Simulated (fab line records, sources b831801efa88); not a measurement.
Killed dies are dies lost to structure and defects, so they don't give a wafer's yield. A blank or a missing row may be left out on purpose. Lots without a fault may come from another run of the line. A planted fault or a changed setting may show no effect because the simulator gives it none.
Which tool did it? | flow sky130 | 12 lots, 36 wafers sampled, at 3 steps of a route of 708

WHAT THE GAUGES READ, wafer by wafer
SKY_VIA4_RS_MEAS_19: measures by four-point-probe. Usual: VIA4_W_RS 0.2282 ohm/sq, standard deviation 0.0026.
lot  | measured     | on            | VIA4_W_RS (ohm/sq)   | flag
L787 | day 42 23:26 | film_metro-02 | 0.2276 0.2263 0.2305 |
L788 | day 43 05:53 | film_metro-02 | 0.2311 0.2307 0.2294 |
L790 | day 44 01:41 | film_metro-01 | 0.2308 0.2302 0.2304 |
L794 | day 45 01:05 | film_metro-01 | 0.2239 0.2244 0.2303 |
L798 | day 46 01:16 | film_metro-01 | 0.2299 0.2272 0.2308 |
L799 | day 46 06:48 | film_metro-01 | 0.2288 0.2303 0.2327 |
L804 | day 47 12:52 | film_metro-02 | 0.2298 0.2264 0.2250 |
L805 | day 47 16:15 | film_metro-01 | 0.2326 0.2325 0.2282 |
L808 | day 48 07:50 | film_metro-04 | 0.2258 0.2262 0.2251 |
L807 | day 48 11:19 | film_metro-01 | 0.2265 0.2249 0.2250 |
L809 | day 48 16:27 | film_metro-01 | 0.2250 0.2221 0.2233 |
L810 | day 48 20:49 | film_metro-01 | 0.2265 0.2303 0.2276 |

SKY_PASSIVATION_THK_MEAS_01. Usual: PASSIVATION_CVD_00_THK 90.2 nm, standard deviation 1.
lot  | measured     | on            | PASSIVATION_CVD_00_THK (nm) | flag
L787 | day 44 00:05 | film_metro-04 | 90.3 90.9 90.6              |
L788 | day 44 06:20 | film_metro-04 | 89.4 89.2 89.6              |
L790 | day 45 01:20 | film_metro-04 | 88.9 90.9 90.6              |
L794 | day 46 00:08 | film_metro-02 | 88.5 90.9 90.5              |
L798 | day 46 23:11 | film_metro-04 | 90.0 89.9 90.1              |
L799 | day 47 04:33 | film_metro-04 | 88.7 90.4 90.2              |
L804 | day 48 08:18 | film_metro-03 | 90.5 90.5 91.3              |
L805 | day 48 12:34 | film_metro-02 | 89.1 88.0 89.7              |
L808 | day 49 04:17 | film_metro-02 | 90.5 91.0 88.8              |
L807 | day 49 06:55 | film_metro-04 | 89.5 89.7 91.4              |
L809 | day 49 11:42 | film_metro-03 | 90.2 89.8 90.8              |
L810 | day 49 15:41 | film_metro-03 | 89.8 91.3 91.1              |

WHICH TOOL RAN EACH LOT (tool, then ch and the chambers of the sampled wafers, then the start)
lot  | SKY_VIA4_CVD_18
L787 | cvd_w-02 ch 0,1, day 42 23:16
L788 | cvd_w-02 ch 0,1, day 43 05:44
L790 | cvd_w-01 ch 1, day 44 01:30
L794 | cvd_w-01 ch 0,1, day 45 00:56
L798 | cvd_w-02 ch 0,1, day 46 01:07
L799 | cvd_w-01 ch 0,1, day 46 06:40
L804 | cvd_w-02 ch 0,1, day 47 12:43
L805 | cvd_w-02 ch 0,1, day 47 16:06
L808 | cvd_w-01 ch 0,1, day 48 07:42
L807 | cvd_w-01 ch 1, day 48 11:10
L809 | cvd_w-01 ch 0,1, day 48 16:16
L810 | cvd_w-01 ch 0,1, day 48 20:40
- SKY_VIA4_CVD_18: deposits W, target thk 505 nm, time 152.14 s.

WHAT THE TOOLS THEMSELVES READ (means of the sampled wafers that have a number; where no wafer has one, the mark that the record gives instead)
SKY_VIA4_CVD_18. Usual: heater_power_w 860 W, standard deviation 72.
lot  | tool     | heater_power_w (W) | flag
L787 | cvd_w-02 | 923                |
L788 | cvd_w-02 | 892                |
L790 | cvd_w-01 | 762                |
L794 | cvd_w-01 | 814                |
L798 | cvd_w-02 | 939                |
L799 | cvd_w-01 | 817                |
L804 | cvd_w-02 | 896                |
L805 | cvd_w-02 | 882                |
L808 | cvd_w-01 | 784                |
L807 | cvd_w-01 | 776                |
L809 | cvd_w-01 | 803                |
L810 | cvd_w-01 | 816                |

THE ANSWER, worked out from the rows above alone
Rule: a lot is off if the mean of its wafers that have a number lies more than 3 standard deviations from the usual mean. A lot without any number at a reading at which 4 lots or more have one is off too. The other lots that the step has rows for count as sound. The gauges are gone through in route order, then the tools' own readings, and for those a lot's mean is taken as printed above. The first step at which some lot is off is used, and at that step the reading that is off furthest; a lot without a number counts as furthest.
No lot is off at any reading shown: from this, nothing can be told.

WHAT THE SIMULATOR HAD PUT IN
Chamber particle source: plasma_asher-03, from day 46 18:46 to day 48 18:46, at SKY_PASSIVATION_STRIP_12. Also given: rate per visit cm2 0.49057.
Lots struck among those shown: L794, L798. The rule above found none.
